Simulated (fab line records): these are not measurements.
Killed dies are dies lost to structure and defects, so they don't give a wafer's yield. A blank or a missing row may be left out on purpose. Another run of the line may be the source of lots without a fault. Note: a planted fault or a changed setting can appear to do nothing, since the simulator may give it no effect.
Tool commonality check :: flow gf180mcu :: Sample size 14 lots and 48 wafers

== REASON FOR OPENING ==
At GF_POLY_GATE_CD_MEAS_10 the reading cdNm is flagged on 2 of 14 lots. No-fault wafers: 279.9 nm, standard deviation 1.
Rule: flag the lot when none of its wafers has a number, or when each of its wafers that has one lies beyond 4 standard deviations from that mean. The rest of the lots are taken to be sound.

lot: L303
measured: day 9 01:50
on: cdSem-01
cdNm (nm), wafer by wafer: 280.7 280.0 278.5
flag: 

lot: L304
measured: day 9 11:27
on: cdSem-01
cdNm (nm), wafer by wafer: 280.5 280.7 279.3
flag: 

lot: L305
measured: day 9 18:41
on: cdSem-01
cdNm (nm), wafer by wafer: 280.5 281.8 281.5
flag: 

lot: L306
measured: day 9 23:33
on: cdSem-01
cdNm (nm), wafer by wafer: 278.2 279.3 278.6
flag: 

lot: L307
measured: day 10 08:16
on: cdSem-02
cdNm (nm), wafer by wafer: 280.4 280.2 279.7
flag: 

lot: L308
measured: day 10 16:30
on: cdSem-02
cdNm (nm), wafer by wafer: 279.1 279.1 280.0
flag: 

lot: L309
measured: day 11 00:01
on: cdSem-02
cdNm (nm), wafer by wafer: 279.0 279.0 279.2
flag: 

lot: L310
measured: day 11 02:29
on: cdSem-02
cdNm (nm), wafer by wafer: 279.0 279.6 280.2
flag: 

lot: L313
measured: day 12 01:46
on: cdSem-02
cdNm (nm), wafer by wafer: 280.5 281.2 281.8
flag: 

lot: L314
measured: day 12 10:37
on: cdSem-01
cdNm (nm), wafer by wafer: 280.1 281.9 281.7
flag: 

lot: L315
measured: day 12 21:29
on: cdSem-01
cdNm (nm), wafer by wafer: 280.1 279.2 279.8
flag: 

lot: L316
measured: day 13 00:37
on: cdSem-02
cdNm (nm), wafer by wafer: 203.3 247.9 189.5 203.2 247.8 189.6
flag: FLAGGED

lot: L317
measured: day 13 07:05
on: cdSem-02
cdNm (nm), wafer by wafer: 271.9 191.7 240.6 272.1 191.9 240.6
flag: FLAGGED

lot: L326
measured: day 16 02:04
on: cdSem-02
cdNm (nm), wafer by wafer: 278.6 278.6 278.2
flag: 
Average over the flagged lots: 224.2 nm; offset from the usual -55.7 nm, equal to -56 standard deviations.

== LOT BY LOT: THE TOOL USED ==
The record keeps 1 process step preceding the reading, out of 602 steps on the route. Cell contents, in order: the tool; ch with the chambers the sampled wafers went through; the start.
lot: L303
flag: 
GF_POLY_GATE_EXPOSE_07: krfScanner-01 ch 0, day 8 17:56

lot: L304
flag: 
GF_POLY_GATE_EXPOSE_07: krfScanner-02 ch 0, day 9 02:35

lot: L305
flag: 
GF_POLY_GATE_EXPOSE_07: krfScanner-01 ch 0, day 9 10:14

lot: L306
flag: 
GF_POLY_GATE_EXPOSE_07: krfScanner-02 ch 0, day 9 15:01

lot: L307
flag: 
GF_POLY_GATE_EXPOSE_07: krfScanner-02 ch 0, day 9 23:23

lot: L308
flag: 
GF_POLY_GATE_EXPOSE_07: krfScanner-02 ch 0, day 10 08:04

lot: L309
flag: 
GF_POLY_GATE_EXPOSE_07: krfScanner-01 ch 0, day 10 15:19

lot: L310
flag: 
GF_POLY_GATE_EXPOSE_07: krfScanner-01 ch 0, day 10 17:11

lot: L313
flag: 
GF_POLY_GATE_EXPOSE_07: krfScanner-02 ch 0, day 11 16:11

lot: L314
flag: 
GF_POLY_GATE_EXPOSE_07: krfScanner-02 ch 0, day 12 01:20

lot: L315
flag: 
GF_POLY_GATE_EXPOSE_07: krfScanner-02 ch 0, day 12 11:16

lot: L316
flag: FLAGGED
GF_POLY_GATE_EXPOSE_07: krfScanner-02 ch 0, day 12 14:35

lot: L317
flag: FLAGGED
GF_POLY_GATE_EXPOSE_07: krfScanner-02 ch 0, day 12 21:17

lot: L326
flag: 
GF_POLY_GATE_EXPOSE_07: krfScanner-01 ch 0, day 15 15:01
What the steps here do:
- GF_POLY_GATE_EXPOSE_07: exposes mask Poly2, target cd 280 nm.
- GF_POLY_GATE_CD_MEAS_10: target cd 280 nm.

== FLAGGED AGAINST TOTAL, ONE TOOL AT A TIME (gauges that did the reading follow at the end) ==
step: GF_POLY_GATE_EXPOSE_07
tool: krfScanner-01
lots run: 5
flagged: 0
share of the flagged lots: none
sound lots run after its first flagged lot: -

step: GF_POLY_GATE_EXPOSE_07
tool: krfScanner-02
lots run: 9
flagged: 2
share of the flagged lots: all
sound lots run after its first flagged lot: 0

step: GF_POLY_GATE_CD_MEAS_10
tool: cdSem-01
lots run: 6
flagged: 0
share of the flagged lots: none
sound lots run after its first flagged lot: -

step: GF_POLY_GATE_CD_MEAS_10
tool: cdSem-02
lots run: 8
flagged: 2
share of the flagged lots: all
sound lots run after its first flagged lot: 1 (L326)

== THE TABLE: WHAT IT ALLOWS ==
Rows of the table that ran all the flagged lots, 2 in number: krfScanner-02 at GF_POLY_GATE_EXPOSE_07; cdSem-02 at GF_POLY_GATE_CD_MEAS_10.
- krfScanner-02 at GF_POLY_GATE_EXPOSE_07: 2 of its 9 lots flagged. Its last sound lot is L315 (day 12 11:16), its first flagged lot L316 (day 12 14:35): a fault that began between those two fits.
- cdSem-02 at GF_POLY_GATE_CD_MEAS_10: 2 of its 8 lots flagged. Sound lots ran on it after the first flagged one (L326), which a lasting fault on the whole tool wouldn't allow.
One tool is left: krfScanner-02 at GF_POLY_GATE_EXPOSE_07.

== WHAT HAD BEEN PUT IN BY THE SIMULATOR ==
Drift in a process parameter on krfScanner-02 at GF_POLY_GATE_EXPOSE_07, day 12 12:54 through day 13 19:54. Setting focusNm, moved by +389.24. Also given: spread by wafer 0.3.
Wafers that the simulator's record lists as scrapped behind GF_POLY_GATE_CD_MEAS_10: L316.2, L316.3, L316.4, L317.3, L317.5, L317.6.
Shown lots that were struck: L316, L317. This agrees with what the rule above found.
